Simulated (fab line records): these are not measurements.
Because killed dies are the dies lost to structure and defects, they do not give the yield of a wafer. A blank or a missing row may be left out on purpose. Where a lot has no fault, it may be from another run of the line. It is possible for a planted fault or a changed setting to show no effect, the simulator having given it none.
8D (eight disciplines) problem report, filled in by code / flow gf180mcu / the parts of the form that need people (team, actions taken, sign-off) are left out

1. WHAT WENT WRONG
At GF_NSD_STRIP_11, strip-time-to-endpoint-s averages 22.64 s over 3 wafers from 3 lots, while fault-free wafers read 22.97 s, standard deviation 0.033. Relative to the usual mean, that is a shift of -10 standard deviations.
The step: strips in O2/N2.
Earliest sighting: wafer L706.3 on plasma-asher-04 at day 18 20:50. At this step, 39 wafers from 14 lots have a number in the record. Rule for "out" (also "out of limits"): further than 4 standard deviations from the usual mean. All remaining wafers that have a number are taken as sound.

2. WHAT THIS IS AND IS NOT
question=which readings at this step | is=strip-time-to-endpoint-s | is not=drypump-motor-current-A, heater-power-w, oes-product-au
question=which lots | is=L706, L707, L708 | is not=L692, L695, L696, L697, L698, L700, L702, L711, L712, L714, L715
question=which wafers of those lots | is=L706.3, L707.3, L708.6 | is not=L706.2, L707.2, L708.2
question=read on which tools | is=plasma-asher-04 | is not=plasma-asher-02, plasma-asher-03
question=when | is=from day 18 20:50 | is not=up to then (22 sound wafers); but 14 sound wafers of L707, L708, L711, L712, L714, L715 came after

3. WHAT RULES OUT EACH SUSPECT
Counting: a tool at a process step up to the reading stays a suspect if it ran every lot that is out. Sound lots after the first of them don't rule it out here, since some wafers of a struck lot are sound.
- litho-track-03 at GF_NSD_COAT_02 (resist thk 1000 nm): kept. It ran every lot that is out, first L706 (day 18 08:03); its last sound lot up to then is L700 (day 15 20:21).
- plasma-asher-04 at GF_NSD_STRIP_11 (strips in O2/N2): kept. It ran every lot that is out, first L706 (day 18 20:50); its last sound lot up to then is L702 (day 17 01:08). Its own strip-time-to-endpoint-s readings are out on those wafers.
Remaining after the count are litho-track-03 at GF_NSD_COAT_02 and plasma-asher-04 at GF_NSD_STRIP_11.

4. THE CAUSE (what the simulator had put in)
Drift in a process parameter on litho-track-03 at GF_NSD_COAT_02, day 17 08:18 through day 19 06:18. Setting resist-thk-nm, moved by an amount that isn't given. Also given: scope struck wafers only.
2 suspects survive the count, and this tool is in that group.

5. SEQUENCE OF EFFECTS, ordered by route
Rows list readings where the struck wafers' mean (over those with a number) sits beyond 3 standard deviations from the usual. Only readings for which the record gives a usual standard deviation are gone through. hours: the time from each lot's start at the first step in this table that gives one to its start at this step, as a median over the lots. sigmas: the change in usual standard deviations.
hours=0; step=GF_NSD_STRIP_11; reading=strip-time-to-endpoint-s; usual=22.97 s; on struck wafers=22.64; change=-0.33; sigmas=-10
The process steps in it:
- GF_NSD_STRIP_11: strips in O2/N2.
Later measuring or inspecting steps at which every struck wafer that the step has a row for has a number for every such reading, and none has moved that far: GF_NSD_TW_MEAS_12, GF_PSD_CD_MEAS_07.

6. HOW IT WOULD HAVE BEEN CAUGHT EARLIER
The fault began at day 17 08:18; the first out-of-limits reading in this record came at day 18 20:50, 37 hours later.
The start of GF_NSD_COAT_02 on litho-track-03 came by day 18 20:50 for every one of the lots that are out (3). Tool hold at that time: it would have spared none of them.
